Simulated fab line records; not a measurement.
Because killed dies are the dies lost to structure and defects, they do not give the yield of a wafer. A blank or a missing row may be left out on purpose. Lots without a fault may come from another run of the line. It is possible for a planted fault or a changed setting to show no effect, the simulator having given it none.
fab line records -- flow sky130
record lots=11, wafers=33, last-day=50
route steps=708 shown FIELD_ISO@28 NWELL@76 VT_ADJUST_NCORE@129 RES_PROTECT@208
lots untouched by any fault: they come from a run of this same line in which no faults occurred
start-h: hours from the record's opening day to when the first of the lot's shown wafers began -- wait-h: hours elapsed since this lot's preceding step -- " unchanged from the row above -- L1.1+2: several wafers, shown together as one row -- - no value, or no start was given -- * or withheld: withheld -- < > ~ a bound
route shown NAME@n: a module of which the file shows steps, and the number in the route of the first -- usual: mean and standard deviation over wafers with no fault -- same: alike in all rows -- chamber/n: place in a boat -- sites: the reading at each site -- _std_site: the values' standard deviation -- _edge_site: the outer-site mean with the inner-site mean subtracted -- radius-mm: for every site, how far away it sits from the centre of the wafer -- mask NAME#n: copy n -- behind: the tool/chamber that last shaped the wafer -- hold: why the lot was held/for how many hours/how that ended -- device: transistor that didn't switch, given as n, p or np -- end of line: tests run on the same wafers once the route is complete -- step lacking rows: just its recipe -- killed: not the wafer's yield, but the dies lost to structure and defects at the first sort -- map: the dies of a wafer, with x for killed, . for not killed, _ for no die there
set.NAME: the setting the step ran with; set.NAME@STEP: the setting that earlier step ran with -- model.NAME: the simulator's own value behind a step, which no gauge read
steps of the route over a sample of lots; a table a step, a row a wafer
services: a tool's chamber out of use, with start hour (start-h, from the record's first day; less than 0 if before it), hours out, and reason
## steps
# step SKY_FIELD_ISO_CMP_27
# recipe stop-on=Si3N4, t-overpolish-s=16, down-force-psi=4, platen-rpm=60, target-thk-nm=457.8, pad-velocity-m-s=0.94248
# usual motor-current-A=11.9/1.2, overpolish-run-s=16.000/0.0088, retaining-ring-pressure-frac=1.000/0.0054, time-to-endpoint-s=115/5.5
lot.wafer,tool,chamber,start-h,wait-h,motor-current-A,overpolish-run-s,retaining-ring-pressure-frac,time-to-endpoint-s
L392.4,cmp-02,1,40.97,0.1,11.3,16.009,0.997,109
L392.1,cmp-02,2,40.97,0.1,12.6,16.002,1.007,111
L392.5,cmp-02,0,40.97,0.1,13.0,15.994,0.992,105
L393.1,cmp-02,2,43.53,0.1,12.2,15.983,0.997,111
L393.4,cmp-02,3,43.53,0.1,12.6,15.993,1.001,119
L393.6,cmp-02,0,43.53,0.1,12.7,15.986,0.999,117
L394.4,cmp-02,0,50.05,0.0,13.1,16.004,1.006,114
L394.5,cmp-02,0,50.05,0.0,12.4,15.990,1.001,110
L394.6,cmp-02,1,50.05,0.0,11.8,15.992,1.001,115
L397.2,cmp-02,3,65.94,0.1,12.9,16.000,0.998,116
L397.1,cmp-02,0,65.94,0.1,13.5,15.988,0.997,112
L397.6,cmp-02,2,65.94,0.1,12.1,15.991,0.999,115
L398.4,cmp-01,2,71.86,0.0,8.9,16.007,1.006,116
L398.3,cmp-01,0,71.86,0.0,12.4,16.004,0.999,119
L398.5,cmp-01,2,71.86,0.0,9.4,15.997,1.001,110
L399.3,cmp-02,1,76.37,0.1,12.1,16.000,0.994,112
L399.1,cmp-02,2,76.37,0.1,13.0,16.021,0.997,113
L399.6,cmp-02,3,76.37,0.1,13.5,15.999,1.010,109
L405.4,cmp-02,2,105.96,0.1,12.1,15.984,1.008,117
L405.5,cmp-02,3,105.96,0.1,13.2,16.003,1.000,118
L405.6,cmp-02,0,105.96,0.1,12.1,15.986,1.007,111
L407.1,cmp-01,3,117.95,0.0,12.9,15.996,1.000,108
L407.4,cmp-01,2,117.95,0.0,9.0,16.006,1.001,109
L407.6,cmp-01,3,117.95,0.0,11.8,16.005,1.001,111
L408.2,cmp-01,1,121.53,0.1,11.6,15.996,1.004,124
L408.5,cmp-01,0,121.53,0.1,12.0,15.992,1.003,117
L408.6,cmp-01,1,121.53,0.1,10.9,16.015,1.001,120
L409.4,cmp-01,2,125.91,0.0,9.2,16.009,1.008,110
L409.2,cmp-01,3,125.91,0.0,12.5,16.002,0.998,111
L409.3,cmp-01,0,125.91,0.0,12.1,15.982,1.000,121
L413.2,cmp-01,0,147.66,0.0,12.5,16.003,1.004,117
L413.4,cmp-01,3,147.66,0.0,12.5,15.996,1.005,113
L413.6,cmp-01,0,147.66,0.0,11.7,15.989,0.998,113
# step SKY_NWELL_OVL_MEAS_23
# usual NWELL_01_OVL=-0.7/1.3
lot.wafer,tool,chamber,start-h,wait-h,NWELL_01_OVL[nm]
L392.1,overlay-01,-,113.54,-,-0.6
L392.4,overlay-01,-,113.54,-,-0.1
L392.5,overlay-01,-,113.54,-,-1.0
L393.1,overlay-01,-,127.90,-,-0.4
L393.4,overlay-01,-,127.90,-,0.1
L393.6,overlay-01,-,127.90,-,-0.6
L394.4,overlay-02,-,128.10,-,-1.2
L394.5,overlay-02,-,128.10,-,-3.0
L394.6,overlay-02,-,128.10,-,-3.3
L397.1,overlay-02,-,144.64,-,-2.5
L397.2,overlay-02,-,144.64,-,-1.7
L397.6,overlay-02,-,144.64,-,-3.1
L398.3,overlay-01,-,146.37,-,-3.7
L398.4,overlay-01,-,146.37,-,-2.9
L398.5,overlay-01,-,146.37,-,-2.3
L399.1,overlay-02,-,155.46,-,-0.5
L399.3,overlay-02,-,155.46,-,-1.9
L399.6,overlay-02,-,155.46,-,-1.1
L405.4,overlay-01,-,187.77,-,-2.4
L405.5,overlay-01,-,187.77,-,-3.3
L405.6,overlay-01,-,187.77,-,-1.0
L407.1,overlay-01,-,203.54,-,0.9
L407.4,overlay-01,-,203.54,-,-2.1
L407.6,overlay-01,-,203.54,-,-0.5
L408.2,overlay-02,-,209.62,-,-1.0
L408.5,overlay-02,-,209.62,-,0.0
L408.6,overlay-02,-,209.62,-,-0.7
L409.2,overlay-02,-,213.57,-,-1.9
L409.3,overlay-02,-,213.57,-,1.2
L409.4,overlay-02,-,213.57,-,2.5
L413.2,overlay-02,-,237.54,-,-0.9
L413.4,overlay-02,-,237.54,-,-1.8
L413.6,overlay-02,-,237.54,-,-2.2
# step SKY_VT_ADJUST_NCORE_STRIP_10
# recipe chemistry=O2/N2, power-w=1400, pressure-mtorr=1500, platen-temp-c=withheld, o2-flow-sccm=3000, n2-flow-sccm=300, overash-fraction=0.5
# usual chamber-pressure-mTorr=1499.9/1.4, drypump-motor-current-A=5.9/0.37, o2-flow-sccm=3001/8.6, oes-product-au=0.715/0.0044, strip-time-to-endpoint-s=14.19/0.045
lot.wafer,tool,chamber,start-h,wait-h,chamber-pressure-mTorr,drypump-motor-current-A,o2-flow-sccm,oes-product-au,rf-hours-counter-h,strip-time-to-endpoint-s
L392.1,plasma-asher-02,0,193.16,0.1,1502.3,6.0,3005,0.715,3,14.13
L392.4,plasma-asher-02,0,193.16,0.1,1499.9,6.0,2998,0.706,-,14.13
L392.5,plasma-asher-02,0,193.16,0.1,1496.5,6.0,3008,0.723,-,14.15
L393.1,plasma-asher-02,0,211.18,0.1,1499.7,6.0,3005,0.716,5,14.13
L393.4,plasma-asher-02,0,211.18,0.1,1500.6,6.0,2999,0.716,-,14.16
L393.6,plasma-asher-02,0,211.18,0.1,1498.7,6.0,2999,0.707,-,14.15
L394.4,plasma-asher-02,1,211.81,0.1,1500.3,5.4,2994,0.717,-,14.20
L394.5,plasma-asher-02,0,211.81,0.1,1500.2,6.0,3010,0.712,-,14.16
L394.6,plasma-asher-02,1,211.81,0.1,1499.0,5.4,2974,0.716,-,14.13
L397.1,plasma-asher-02,1,230.26,0.1,1500.4,5.4,3009,0.704,7,14.26
L397.2,plasma-asher-02,0,230.26,0.1,1499.7,6.0,3010,0.715,7,14.20
L397.6,plasma-asher-02,1,230.26,0.1,1500.3,5.4,3005,0.713,-,14.20
L398.3,plasma-asher-03,1,234.79,0.1,1499.7,6.4,2996,0.711,-,14.27
L398.4,plasma-asher-03,0,234.79,0.1,1497.8,5.6,3005,0.715,-,14.24
L398.5,plasma-asher-03,0,234.79,0.1,1498.7,5.7,2993,0.716,-,14.27
L399.1,plasma-asher-02,0,243.77,0.1,1502.1,6.0,3010,0.720,8,14.18
L399.3,plasma-asher-02,0,243.77,0.1,1500.6,6.0,2990,0.713,-,14.13
L399.6,plasma-asher-02,1,243.77,0.1,1500.0,5.4,2997,0.709,-,14.19
L405.4,plasma-asher-04,1,281.79,0.1,1500.1,5.8,3007,0.711,-,14.14
L405.5,plasma-asher-04,0,281.79,0.1,1500.6,6.4,3008,0.712,-,14.11
L405.6,plasma-asher-04,1,281.79,0.1,1500.6,5.8,3013,0.710,-,14.11
L407.1,plasma-asher-03,1,300.06,0.1,1501.0,6.4,3001,0.720,60,14.21
L407.4,plasma-asher-03,0,300.06,0.1,1496.7,5.6,3000,0.713,-,14.19
L407.6,plasma-asher-03,0,300.06,0.1,1500.0,5.6,2997,0.713,-,14.12
L408.2,plasma-asher-02,0,307.36,0.1,1500.1,6.0,3001,0.717,15,14.23
L408.5,plasma-asher-02,0,307.36,0.1,1498.1,6.0,2990,0.711,-,14.23
L408.6,plasma-asher-02,1,307.36,0.1,1501.7,5.4,2987,0.708,-,14.25
L409.2,plasma-asher-02,1,310.13,0.1,1501.2,5.4,3022,0.710,15,14.22
L409.3,plasma-asher-02,1,310.13,0.1,1500.1,5.4,3005,0.714,-,14.23
L409.4,plasma-asher-02,0,310.13,0.1,1498.8,6.0,2999,0.709,-,14.22
L413.2,plasma-asher-03,1,338.36,0.1,1499.9,6.4,2996,0.716,64,14.22
L413.4,plasma-asher-03,0,338.36,0.1,1501.7,5.6,3009,0.718,-,14.22
L413.6,plasma-asher-03,1,338.36,0.1,1501.1,6.4,2996,0.717,-,14.23
# step SKY_RES_PROTECT_COAT_02
# recipe resist=NOVOLAK, spin-rpm=3000, resist-thk-nm=1140
# usual dispense-pressure-kPa=52/3.7, spin-speed-rpm=3000.1/2
lot.wafer,tool,chamber,start-h,wait-h,dispense-pressure-kPa,spin-speed-rpm
L392.1,litho-track-04,0,338.99,0.1,54,2996.0
L392.4,litho-track-04,0,338.99,0.1,54,2997.2
L392.5,litho-track-04,0,338.99,0.1,54,2997.7
L393.1,litho-track-03,0,356.46,0.1,55,3002.1
L393.4,litho-track-03,0,356.46,0.1,55,3000.1
L393.6,litho-track-03,0,356.46,0.1,55,3001.8
L394.4,litho-track-03,0,359.08,0.1,55,2997.1
L394.5,litho-track-03,0,359.08,0.1,55,2999.6
L394.6,litho-track-03,0,359.08,0.1,55,2996.5
L397.1,litho-track-03,0,385.86,0.1,55,3002.2
L397.2,litho-track-03,0,385.86,0.1,55,2999.2
L397.6,litho-track-03,0,385.86,0.1,56,2997.1
L398.3,litho-track-03,0,390.81,0.1,56,3001.3
L398.4,litho-track-03,0,390.81,0.1,55,3001.5
L398.5,litho-track-03,0,390.81,0.1,56,2999.4
L399.1,litho-track-03,0,400.46,0.1,55,3000.2
L399.3,litho-track-03,0,400.46,0.1,56,3002.1
L399.6,litho-track-03,0,400.46,0.1,55,3001.6
L405.4,litho-track-02,0,442.34,0.1,48,2997.7
L405.5,litho-track-02,0,442.34,0.1,48,3002.6
L405.6,litho-track-02,0,442.34,0.1,48,3002.2
L407.1,litho-track-03,0,467.36,0.1,55,2998.7
L407.4,litho-track-03,0,467.36,0.1,55,3002.6
L407.6,litho-track-03,0,467.36,0.1,55,3003.0
L408.2,litho-track-03,0,473.93,0.1,55,3001.1
L408.5,litho-track-03,0,473.93,0.1,55,3000.3
L408.6,litho-track-03,0,473.93,0.1,55,2997.4
L409.2,litho-track-03,0,478.38,0.1,55,3001.9
L409.3,litho-track-03,0,478.38,0.1,55,3001.2
L409.4,litho-track-03,0,478.38,0.1,55,3001.5
L413.2,litho-track-04,0,515.46,0.1,54,3000.5
L413.4,litho-track-04,0,515.46,0.1,54,2998.1
L413.6,litho-track-04,0,515.46,0.1,54,3002.8
# step SKY_RES_PROTECT_STRIP_07
# recipe chemistry=O2/N2, power-w=1400, pressure-mtorr=1500, platen-temp-c=withheld, o2-flow-sccm=3000, n2-flow-sccm=300, overash-fraction=0.5
# usual chamber-pressure-mTorr=1499.9/1.4, drypump-motor-current-A=6.0/0.42, o2-flow-sccm=2999/8.8, oes-product-au=0.518/0.0049, strip-time-to-endpoint-s=23.31/0.04
lot.wafer,tool,chamber,start-h,wait-h,chamber-pressure-mTorr,drypump-motor-current-A,o2-flow-sccm,oes-product-au,rf-hours-counter-h,strip-time-to-endpoint-s
L392.1,plasma-asher-02,1,352.72,0.1,1500.1,5.4,2993,0.518,18,23.38
L392.4,plasma-asher-02,1,352.72,0.1,1500.7,5.4,2996,0.519,-,23.39
L392.5,plasma-asher-02,1,352.72,0.1,1503.9,5.4,2981,0.512,-,23.31
L393.1,plasma-asher-02,0,371.19,0.1,1500.1,6.0,3002,0.523,20,23.30
L393.4,plasma-asher-02,0,371.19,0.1,1499.5,6.0,2993,0.517,-,23.34
L393.6,plasma-asher-02,0,371.19,0.1,1501.7,6.0,3000,0.517,-,23.31
L394.4,plasma-asher-01,1,372.97,0.1,1501.0,6.4,2992,0.524,-,23.34
L394.5,plasma-asher-01,1,372.97,0.1,1496.7,6.4,2972,0.522,-,23.36
L394.6,plasma-asher-01,0,372.97,0.1,1499.0,6.7,3005,0.526,-,23.30
L397.1,plasma-asher-01,1,401.21,0.1,1499.2,6.4,2993,0.456,71,18.27
L397.2,plasma-asher-01,0,401.21,0.1,1496.8,6.7,2993,0.453,71,18.26
L397.6,plasma-asher-01,1,401.21,0.1,1500.0,6.4,2994,0.459,-,18.28
L398.3,plasma-asher-02,0,405.84,0.1,1496.8,6.0,2997,0.454,-,18.26
L398.4,plasma-asher-02,1,405.84,0.1,1499.7,5.4,3005,0.457,-,18.27
L398.5,plasma-asher-02,1,405.84,0.1,1500.3,5.4,3000,0.464,-,18.27
L399.1,plasma-asher-02,1,414.49,0.1,1499.5,5.4,3000,0.466,24,18.23
L399.3,plasma-asher-02,1,414.49,0.1,1500.4,5.4,2995,0.450,-,18.25
L399.6,plasma-asher-02,1,414.49,0.1,1501.4,5.4,2999,0.459,-,18.23
L405.4,plasma-asher-01,0,458.80,0.1,1499.5,6.7,2986,0.515,-,23.33
L405.5,plasma-asher-01,0,458.80,0.1,1497.5,6.7,2988,0.509,-,23.35
L405.6,plasma-asher-01,1,458.80,0.1,1501.2,6.4,3007,0.524,-,23.35
L407.1,plasma-asher-02,1,482.77,0.1,1498.1,5.4,2983,0.521,31,23.28
L407.4,plasma-asher-02,1,482.77,0.1,1499.4,5.4,2988,0.519,-,23.33
L407.6,plasma-asher-02,1,482.77,0.1,1498.1,5.4,2988,0.519,-,23.31
L408.2,plasma-asher-04,1,490.43,0.1,1499.6,5.8,2997,0.523,67,23.38
L408.5,plasma-asher-04,1,490.43,0.1,1500.5,5.8,3003,0.520,-,23.30
L408.6,plasma-asher-04,0,490.43,0.1,1497.8,6.4,2986,0.509,-,23.30
L409.2,plasma-asher-04,0,494.93,0.1,1502.2,6.4,2998,0.514,67,23.30
L409.3,plasma-asher-04,0,494.93,0.1,1498.7,6.4,2999,0.517,-,23.20
L409.4,plasma-asher-04,1,494.93,0.1,1499.3,5.8,3003,0.517,-,23.29
L413.2,plasma-asher-04,1,531.67,0.1,1496.9,5.8,2998,0.527,71,23.32
L413.4,plasma-asher-04,0,531.67,0.1,1499.9,6.3,2989,0.519,-,23.32
L413.6,plasma-asher-04,0,531.67,0.1,1501.0,6.3,3008,0.514,-,23.30
## services
tool,chamber,start-h,hours,kind
cmp-01,-,21.06,0.6,repair
cmp-02,-,58.92,5.9,pm
cmp-02,-,87.31,4.7,pm
plasma-asher-02,-,108.75,9.0,pm
cmp-02,-,117.47,2.9,repair
cmp-02,-,117.88,1.6,repair
plasma-asher-02,-,137.60,43.3,pm
cmp-02,-,184.25,2.3,repair
cmp-02,-,194.51,18.4,pm
cmp-02,-,219.28,0.5,repair
cmp-02,-,232.00,4.0,pm
cmp-02,-,305.56,4.8,repair
plasma-asher-02,-,310.34,15.1,repair
cmp-02,-,338.35,4.0,repair
cmp-02,-,358.50,1.9,repair
cmp-02,-,379.35,4.1,repair
cmp-02,-,397.03,3.3,repair
cmp-02,-,427.92,3.5,pm
cmp-02,-,437.64,0.8,repair
plasma-asher-02,-,460.86,2.0,repair
plasma-asher-02,-,485.50,0.8,repair
cmp-02,-,492.06,3.5,repair
cmp-02,-,495.60,0.8,repair
plasma-asher-02,-,529.83,2.2,repair
## key
first-sign step=SKY_RES_PROTECT_STRIP_07, reading=strip-time-to-endpoint-s, direction=down, sigmas=99+, usual=*, struck=*
effect step=SKY_RES_PROTECT_STRIP_07, reading=oes-product-au, direction=down, sigmas=12, usual=0.518, struck=0.457
met-at SKY_RES_PROTECT_COAT_02
struck-lots L397,L398,L399
tester-left-out L397,L398,L399
not-acting-at SKY_FIELD_ISO_CMP_27,SKY_NWELL_OVL_MEAS_23,SKY_VT_ADJUST_NCORE_STRIP_10
onset-between 359.08 385.86
fault kind=process-parameter-drift, tool=litho-track-03, chamber=-, onset-h=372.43, steps=SKY_RES_PROTECT_COAT_02, channel=resist-thk-nm, offset=-444.12, shape=step, end-h=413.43, acts-in=these-recipes-only, stated=1140
# tester-left-out: of these lots the tester's yield and bins aren't shown, on N5 and GAA mostly nor the transistor test; their killed dies are dies lost to structure and defects alone, not to doping, threshold or leakage, so they don't give the yield
